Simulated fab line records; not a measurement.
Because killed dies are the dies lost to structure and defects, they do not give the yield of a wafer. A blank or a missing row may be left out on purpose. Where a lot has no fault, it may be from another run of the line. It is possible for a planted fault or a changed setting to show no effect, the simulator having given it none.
fab line records	flow sky130
record lots=5	wafers=15	last_day=50
route steps=708 shown LI_CONTACT@385 LOCAL_INTERCONNECT@387 PAD_OPEN@708
lots with no fault: from the same line, run without faults
start_h: start of the lot's first displayed wafer, in hours after the record's first day	wait_h: hours since the lot's step before	" same as the row above	L1.1+2: a single row standing in for several wafers	- no value, or no start was given	* or withheld: withheld	< > ~ a bound
route shown NAME@n: NAME is a module with steps in the file, n the number in the route of the first one	usual: the fault-free wafers' mean and standard deviation	same: alike in all rows	chamber/n: place in a boat	sites: per-site readings	_std_site: the standard deviation of these	_edge_site: outer sites' mean less inner sites'	radius_mm: how far each site lies from the wafer's centre	mask NAME#n: copy n	behind: the most recent tool/chamber to have shaped the wafer	hold: why the lot went on hold/how many hours it stayed there/how the hold came to an end	device: which transistor (n, p or np) failed to switch	end of line: the tests these same wafers got at the end of their route	where a step has no rows: the recipe by itself	killed: dies lost to structure and defects at the first sort, not the wafer's yield	map: a wafer's dies, marking killed ones x, the rest . and places with no die _
set.NAME: the run value of the setting; set.NAME@STEP: its run value at that earlier step	model.NAME: the simulator's own value behind a step, which no gauge read
a table for each step, a row for each wafer; lots at some steps of the route
services: from which hour (start_h, from the record's first day; less than 0 if before it) a tool's chamber was out of use, for how many hours, and why
## steps
# step SKY_LI_CONTACT_THK_MEAS_23
# recipe thk_meas_gauge=xrf	reads=W_of_LI_CONTACT_CVD_21
# usual LI_CONTACT_W_THK=422/7
lot.wafer	tool	chamber	start_h	wait_h	LI_CONTACT_W_THK[nm]
L261.2	film_metro-01	-	698.91	0.1	429
L261.3	"	-	"	"	427
L261.6	"	-	"	"	427
L263.3	film_metro-03	-	720.97	0.1	409
L263.4	"	-	"	"	415
L263.5	"	-	"	"	410
L271.1	film_metro-03	-	768.65	0.1	424
L271.2	"	-	"	"	419
L271.5	"	-	"	"	420
L279.2	film_metro-04	-	850.61	0.1	429
L279.3	"	-	"	"	429
L279.5	"	-	"	"	432
L280.1	film_metro-04	-	854.00	0.1	422
L280.3	"	-	"	"	424
L280.4	"	-	"	"	426
# step SKY_LI_CONTACT_CMP_24
# recipe stop_on=PSG	t_overpolish_s=20	down_force_psi=3.5	platen_rpm=60	target_thk_nm=0	pad_velocity_m_s=0.94248
# usual motor_current_A=11.1/0.78	overpolish_run_s=20.000/0.0091	retaining_ring_pressure_frac=1.000/0.0052	time_to_endpoint_s=95/3.3
lot.wafer	tool	chamber	start_h	wait_h	motor_current_A	overpolish_run_s	retaining_ring_pressure_frac	time_to_endpoint_s
L261.2	cmp-02	1	699.01	0.1	10.8	20.002	1.002	97
L261.3	"	2	"	"	12.2	19.996	1.001	99
L261.6	"	0	"	"	10.7	20.005	1.005	99
L263.3	cmp-01	0	721.01	0.0	10.3	20.003	1.003	94
L263.4	"	2	"	"	9.8	20.000	1.000	97
L263.5	"	0	"	"	10.3	20.003	0.996	89
L271.1	cmp-01	2	768.71	0.1	10.5	20.003	0.996	98
L271.2	"	0	"	"	10.3	19.993	0.996	94
L271.5	"	3	"	"	11.6	20.009	1.008	94
L279.2	cmp-01	1	850.66	0.0	11.6	20.002	1.001	93
L279.3	"	2	"	"	9.7	19.982	0.997	96
L279.5	"	2	"	"	10.2	20.006	0.997	98
L280.4	cmp-01	2	854.11	0.1	10.6	19.984	0.990	94
L280.1	"	3	"	"	11.0	19.991	1.003	86
L280.3	"	0	"	"	10.5	19.999	0.997	89
# step SKY_LOCAL_INTERCONNECT_SPUTTER_00
# recipe material=TiN	target_thk_nm=100	temp_c=300	power_w=6500	time_s=83.3	chamber_pressure_pa=0.4
# usual chamber_pressure_pa=0.4000/0.00084	substrate_temp_c=300.00/0.2	throttle_valve_pct=30.0/1.1
lot.wafer	tool	chamber	start_h	wait_h	chamber_pressure_pa	substrate_temp_c	throttle_valve_pct
L261.2	pvd_sputter-01	-	699.26	0.2	0.3995	300.21	31.0
L261.3	"	-	"	"	0.4004	299.82	29.1
L261.6	"	-	"	"	0.4012	299.98	29.2
L263.3	pvd_sputter-03	-	721.31	0.2	0.3994	300.02	31.2
L263.4	"	-	"	"	0.4009	300.02	30.6
L263.5	"	-	"	"	0.4009	299.71	30.7
L271.1	pvd_sputter-03	-	769.01	0.2	0.3993	300.12	28.7
L271.2	"	-	"	"	0.4005	300.18	31.1
L271.5	"	-	"	"	0.3996	300.21	31.0
L279.2	pvd_sputter-03	-	850.96	0.2	0.3987	300.18	28.5
L279.3	"	-	"	"	0.3995	299.94	31.0
L279.5	"	-	"	"	0.4007	299.97	28.5
L280.1	pvd_sputter-02	-	854.36	0.1	0.3990	299.86	31.8
L280.3	"	-	"	"	0.3997	299.97	28.8
L280.4	"	-	"	"	0.4000	299.81	29.2
# step SKY_LOCAL_INTERCONNECT_RS_MEAS_01
# recipe thk_meas_gauge=four-point-probe	reads=TiN_of_LOCAL_INTERCONNECT_SPUTTER_00
# usual LOCAL_INTERCONNECT_TIN_RS=14.23/0.13
lot.wafer	tool	chamber	start_h	wait_h	LOCAL_INTERCONNECT_TIN_RS[ohm/sq]
L261.2	film_metro-01	-	699.34	0.1	14.22
L261.3	"	-	"	"	14.39
L261.6	"	-	"	"	14.26
L263.3	film_metro-03	-	721.41	0.1	14.14
L263.4	"	-	"	"	14.28
L263.5	"	-	"	"	14.31
L271.1	film_metro-03	-	769.07	0.0	14.27
L271.2	"	-	"	"	14.11
L271.5	"	-	"	"	14.28
L279.2	film_metro-01	-	851.04	0.1	14.18
L279.3	"	-	"	"	14.24
L279.5	"	-	"	"	14.29
L280.1	film_metro-02	-	854.42	0.0	14.42
L280.3	"	-	"	"	14.38
L280.4	"	-	"	"	14.33
# step SKY_LOCAL_INTERCONNECT_THK_MEAS_02
# recipe thk_meas_gauge=xrf	reads=TiN_of_LOCAL_INTERCONNECT_SPUTTER_00
# usual LOCAL_INTERCONNECT_TIN_THK=99.6/1.1
lot.wafer	tool	chamber	start_h	wait_h	LOCAL_INTERCONNECT_TIN_THK[nm]
L261.2	film_metro-01	-	699.45	0.1	100.0
L261.3	"	-	"	"	99.2
L261.6	"	-	"	"	99.5
L263.3	film_metro-03	-	721.51	0.1	99.3
L263.4	"	-	"	"	97.9
L263.5	"	-	"	"	97.4
L271.1	film_metro-03	-	769.19	0.1	98.5
L271.2	"	-	"	"	99.7
L271.5	"	-	"	"	98.6
L279.2	film_metro-01	-	851.15	0.1	100.4
L279.3	"	-	"	"	99.5
L279.5	"	-	"	"	99.7
L280.1	film_metro-02	-	854.54	0.1	98.9
L280.3	"	-	"	"	99.0
L280.4	"	-	"	"	99.5
# step SKY_LOCAL_INTERCONNECT_DEHYDRATE_03
# recipe temp_c=200	time_s=60
# step SKY_LOCAL_INTERCONNECT_HMDS_04
# recipe prime_time_s=60	prime_temp_c=120
# step SKY_LOCAL_INTERCONNECT_COAT_05
# recipe resist=BARC	temp_c=withheld	time_s=withheld	spin_rpm=3000	resist_thk_nm=60
# step SKY_LOCAL_INTERCONNECT_COAT_06
# recipe resist=KrF-thick	spin_rpm=3000	resist_thk_nm=450
# step SKY_LOCAL_INTERCONNECT_SOFTBAKE_07
# recipe temp_c=100	time_s=90	resist=KrF-thick
# step SKY_LOCAL_INTERCONNECT_EXPOSE_08
# recipe mask_id=LI1M	na=0.8	source_shape=annular	sigma_inner=0.55	sigma_outer=0.85	target_cd_nm=170	dose_mj=28
# step SKY_LOCAL_INTERCONNECT_PEB_09
# recipe peb_temp_c=withheld	peb_time_s=withheld	resist=KrF-thick
# step SKY_LOCAL_INTERCONNECT_DEVELOP_10
# recipe develop_time_s=60	resist=KrF-thick	dev_temp_c=21
lot.wafer	tool	chamber	start_h	wait_h
L261.2+3+6	litho_track-01	0	726	-
L263.3+4+5	litho_track-04	0	748	-
L271.1+2+5	litho_track-01	0	794	-
L279.2+3+5	litho_track-04	0	876	-
L280.1+3+4	litho_track-04	0	880	-
# step SKY_LOCAL_INTERCONNECT_CD_MEAS_11
# recipe target_cd_nm=170
# usual cd_nm=169.9/1.3
lot.wafer	tool	chamber	start_h	wait_h	cd_nm
L261.2	cd_sem-01	-	726.66	-	170.2
L261.3	"	-	"	"	170.1
L261.6	"	-	"	"	168.7
L263.3	cd_sem-02	-	748.87	-	170.0
L263.4	"	-	"	"	168.5
L263.5	"	-	"	"	167.7
L271.1	cd_sem-01	-	795.09	-	172.5
L271.2	"	-	"	"	171.1
L271.5	"	-	"	"	170.6
L279.2	cd_sem-01	-	876.65	-	169.9
L279.3	"	-	"	"	170.3
L279.5	"	-	"	"	170.2
L280.1	cd_sem-02	-	880.58	-	172.5
L280.3	"	-	"	"	170.6
L280.4	"	-	"	"	171.1
# step SKY_LOCAL_INTERCONNECT_OVL_MEAS_12
# usual LOCAL_INTERCONNECT_OVL=2/5.6
lot.wafer	tool	chamber	start_h	wait_h	LOCAL_INTERCONNECT_OVL[nm]
L261.2	overlay-01	-	726.76	0.1	3
L261.3	"	-	"	"	9
L261.6	"	-	"	"	8
L263.3	overlay-01	-	748.96	0.1	0
L263.4	"	-	"	"	8
L263.5	"	-	"	"	1
L271.1	overlay-01	-	795.21	0.1	-4
L271.2	"	-	"	"	-10
L271.5	"	-	"	"	-4
L279.2	overlay-01	-	876.76	0.1	8
L279.3	"	-	"	"	7
L279.5	"	-	"	"	8
L280.1	overlay-01	-	880.70	0.1	11
L280.3	"	-	"	"	6
L280.4	"	-	"	"	-2
# step SKY_LOCAL_INTERCONNECT_ETCH_13
# recipe chemistry=N2/H2	target=BARC	ion_energy_ev=200	bias_w=100	pressure_mtorr=30	n2_flow_sccm=100	h2_flow_sccm=200	icp_w=500	stop_on=SiO2	time_s=45.9	target_depth_a=600
# usual drypump_motor_current_A=5.62/0.15	oes_product_au=0.854/0.005	throttle_valve_pct=13.224/0.0091
lot.wafer	tool	chamber	start_h	wait_h	drypump_motor_current_A	oes_product_au	rf_hours_counter_h	throttle_valve_pct	model.LOCAL_INTERCONNECT.cd_nm
L261.2	rie_metal-03	0	726.79	0.0	5.67	0.850	5	13.226	170.4
L261.3	"	1	"	"	5.77	0.853	-	13.240	169.9
L261.6	"	1	"	"	5.74	0.840	-	13.217	168.3
L263.3	rie_metal-04	0	749.01	0.0	5.63	0.854	-	13.244	170.6
L263.4	"	1	"	"	5.50	0.855	-	13.225	168.3
L263.5	"	1	"	"	5.49	0.855	-	13.227	168
L271.1	rie_metal-04	0	795.24	0.0	5.63	0.849	10	13.205	172.8
L271.2	"	1	"	"	5.51	0.856	14	13.225	170.5
L271.5	"	1	"	"	5.48	0.855	-	13.208	170.2
L279.2	rie_metal-01	0	876.79	0.0	5.20	0.850	11	13.223	170.5
L279.3	"	1	"	"	5.80	0.853	-	13.218	170.1
L279.5	"	0	"	"	5.18	0.858	-	13.226	170.7
L280.1	rie_metal-03	1	880.74	0.0	5.77	0.847	9	13.215	171.9
L280.3	"	1	"	"	5.78	0.855	-	13.211	169.9
L280.4	"	0	"	"	5.66	0.842	-	13.221	170.8
# step SKY_LOCAL_INTERCONNECT_METAL_ETCH_14
# recipe target_depth_nm=110	stop_on=PSG	chemistry=Cl2/BCl3	target=TiN	resist_sidewall_deg=88	pressure_mtorr=10	icp_w=900	bias_w=48.5	Cl2_flow_sccm=60	bcl3_flow_sccm=30	time_s=31.4
# usual drypump_motor_current_A=5.61/0.15	oes_product_au=0.939/0.007	throttle_valve_pct=21.903/0.0089
lot.wafer	tool	chamber	start_h	wait_h	drypump_motor_current_A	oes_product_au	rf_hours_counter_h	throttle_valve_pct	model.LOCAL_INTERCONNECT.cd_nm
L261.2	rie_metal-03	0	726.86	0.0	5.64	0.942	5	21.899	169.4
L261.3	"	1	"	"	5.72	0.928	-	21.913	169.6
L261.6	"	1	"	"	5.69	0.928	-	21.888	167.9
L263.3	rie_metal-04	0	749.07	0.0	5.63	0.948	-	21.915	171
L263.4	"	1	"	"	5.51	0.937	-	21.906	167.8
L263.5	"	1	"	"	5.50	0.935	-	21.927	167.4
L271.1	rie_metal-04	0	795.31	0.0	5.63	0.928	10	21.906	173
L271.2	"	1	"	"	5.49	0.945	14	21.893	170.5
L271.5	"	1	"	"	5.51	0.942	-	21.906	170.5
L279.2	rie_metal-01	0	876.85	0.0	5.18	0.951	11	21.894	170.4
L279.3	"	1	"	"	5.76	0.938	-	21.911	169.6
L279.5	"	0	"	"	5.19	0.931	-	21.910	170.6
L280.1	rie_metal-03	1	880.80	0.0	5.78	0.938	9	21.925	172
L280.3	"	1	"	"	5.74	0.931	-	21.904	170.2
L280.4	"	0	"	"	5.63	0.934	-	21.895	170.3
# step SKY_LOCAL_INTERCONNECT_STRIP_15
# recipe chemistry=O2/N2	power_w=1400	pressure_mtorr=1500	platen_temp_c=withheld	o2_flow_sccm=3000	n2_flow_sccm=300	overash_fraction=0.5
# usual drypump_motor_current_A=5.73/0.23	oes_product_au=0.426/0.0046	strip_time_to_endpoint_s=4.719/0.015
lot.wafer	tool	chamber	start_h	wait_h	drypump_motor_current_A	oes_product_au	rf_hours_counter_h	strip_time_to_endpoint_s
L261.2	plasma_asher-04	1	726.91	0.0	5.73	0.426	29	4.735
L261.3	"	0	"	"	5.72	0.427	-	4.710
L261.6	"	1	"	"	5.69	0.428	-	4.710
L263.3	plasma_asher-04	1	749.14	0.1	5.72	0.426	-	4.724
L263.4	"	0	"	"	5.72	0.424	-	4.723
L263.5	"	1	"	"	5.70	0.433	-	4.724
L271.1	plasma_asher-04	0	795.36	0.0	5.71	0.427	36	4.728
L271.2	"	1	"	"	5.67	0.419	36	4.711
L271.5	"	0	"	"	5.71	0.422	-	4.703
L279.2	plasma_asher-04	1	876.90	0.0	5.77	0.422	44	4.717
L279.3	"	1	"	"	5.77	0.432	-	4.719
L279.5	"	1	"	"	5.71	0.436	-	4.718
L280.1	plasma_asher-02	0	880.85	0.0	5.26	0.419	73	4.725
L280.3	"	1	"	"	6.08	0.433	-	4.729
L280.4	"	0	"	"	5.27	0.420	-	4.716
# step SKY_PAD_OPEN_PROBE_99
# usual killed_at_M0_to_M3=44/7.2	killed_at_M4_up=3.1/1.7	killed_at_contacts=25/5.1	killed_at_front_end=14/4.6	killed_at_other=0.3/0.59	killed_dies=86/9.6	killed_open=47/7.4	killed_short=39/6
# same gross_dies=492	killed_at_back_side=0
lot.wafer	tool	chamber	start_h	wait_h	killed_at_M0_to_M3	killed_at_M4_up	killed_at_contacts	killed_at_front_end	killed_at_other	killed_dies	killed_open	killed_short
L261.2	prober-01	-	1087.26	0.1	46	3	27	17	0	93	45	48
L261.3	prober-01	-	1087.31	0.2	36	5	24	20	1	86	50	36
L261.6	prober-01	-	1087.46	0.2	38	3	19	11	1	72	45	27
L279.2	prober-01	-	1194.20	0.1	50	2	22	15	0	89	54	35
L279.3	prober-01	-	1194.25	0.2	59	1	30	8	1	99	62	37
L279.5	prober-01	-	1194.35	0.2	40	2	25	14	0	81	42	39
# killed by level:class
L261.2 VIA1:geometric_particle:open=11 FIELD_ISO:geometric_particle:open=7 METAL1:geometric_particle:short=7 VIA3:geometric_particle:open=6 LOCAL_INTERCONNECT:geometric_particle:short=6 CONTACT:geometric_particle:open=6 CONTACT:geometric_particle:short=5 LI_CONTACT:geometric_particle:open=5
L261.3 VIA1:geometric_particle:open=12 POLY_GATE:geometric_particle:open=7 LI_CONTACT:geometric_particle:open=6 LOCAL_INTERCONNECT:geometric_particle:short=6 VIA3:geometric_particle:open=6 METAL1:geometric_particle:short=5 CONTACT:geometric_particle:short=5 CONTACT:geometric_particle:open=5
L261.6 VIA2:geometric_particle:open=9 CONTACT:geometric_particle:open=8 VIA1:geometric_particle:open=7 VIA2:geometric_particle:short=5 POLY_GATE:geometric_particle:open=4 LI_CONTACT:geometric_particle:open=4 VIA1:geometric_particle:short=4 FIELD_ISO:geometric_particle:short=3
L279.2 VIA1:geometric_particle:open=19 LI_CONTACT:geometric_particle:open=7 POLY_GATE:geometric_particle:open=6 CONTACT:geometric_particle:open=6 VIA1:geometric_particle:short=6 VIA2:geometric_particle:open=5 LOCAL_INTERCONNECT:geometric_particle:short=4 VIA3:geometric_particle:open=4
L279.3 CONTACT:geometric_particle:open=12 VIA1:geometric_particle:open=10 VIA2:geometric_particle:open=10 LI_CONTACT:geometric_particle:open=9 VIA3:geometric_particle:open=9 METAL2:geometric_particle:short=7 VIA1:geometric_particle:short=4 VIA3:geometric_particle:short=4
L279.5 CONTACT:geometric_particle:open=9 METAL1:geometric_particle:short=7 LI_CONTACT:geometric_particle:open=6 VIA3:geometric_particle:open=6 VIA1:geometric_particle:open=6 VIA2:geometric_particle:open=6 FIELD_ISO:geometric_particle:open=5 VIA1:geometric_particle:short=5
## services
tool	chamber	start_h	hours	kind
rie_metal-01	-	681.01	1.2	repair
cmp-01	-	682.96	1.1	repair
plasma_asher-02	-	685.19	8.8	repair
cmp-01	-	707.45	2.2	repair
pvd_sputter-02	-	710.60	5.0	repair
plasma_asher-02	-	712.78	1.4	repair
cmp-02	-	722.43	19.7	pm
plasma_asher-02	-	726.41	29.4	pm
cmp-01	-	733.01	1.4	repair
plasma_asher-04	-	740.30	0.8	repair
cmp-01	-	744.28	4.0	pm
cmp-02	-	749.41	0.6	repair
cmp-02	-	755.30	1.5	repair
rie_metal-04	-	756.29	1.4	pm
cmp-02	-	779.36	0.4	repair
cmp-01	-	780.13	12.3	pm
rie_metal-03	1	807.25	12.8	repair
cmp-02	-	815.39	3.4	repair
rie_metal-01	-	824.38	2.8	pm
rie_metal-04	0	830.44	20.5	repair
cmp-01	-	835.15	3.0	repair
rie_metal-01	0	841.92	1.0	repair
plasma_asher-04	-	860.75	1.0	repair
pvd_sputter-03	-	862.52	24.1	repair
## key
first_sign none at tools or gauges
model_effect step=SKY_LOCAL_INTERCONNECT_ETCH_13	value=LOCAL_INTERCONNECT.cd_nm	without=170.5	struck=172.8
model_effect step=SKY_LOCAL_INTERCONNECT_METAL_ETCH_14	value=LOCAL_INTERCONNECT.cd_nm	without=170.8	struck=173
met_at SKY_LOCAL_INTERCONNECT_DEVELOP_10
struck_wafers L271.1
tester_left_out L271
onset_between 726 794
fault kind=process_parameter_drift	tool=litho_track-01	chamber=-	onset_h=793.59	steps=SKY_LOCAL_INTERCONNECT_DEVELOP_10	channel=develop_time_s	offset=*	shape=step	end_h=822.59	scope=struck_wafers_only	acts_in=*	stated=*
# tester_left_out: of these lots the tester's yield and bins aren't shown, on N5 and GAA mostly nor the transistor test; their killed dies are dies lost to structure and defects alone, not to doping, threshold or leakage, so they don't give the yield
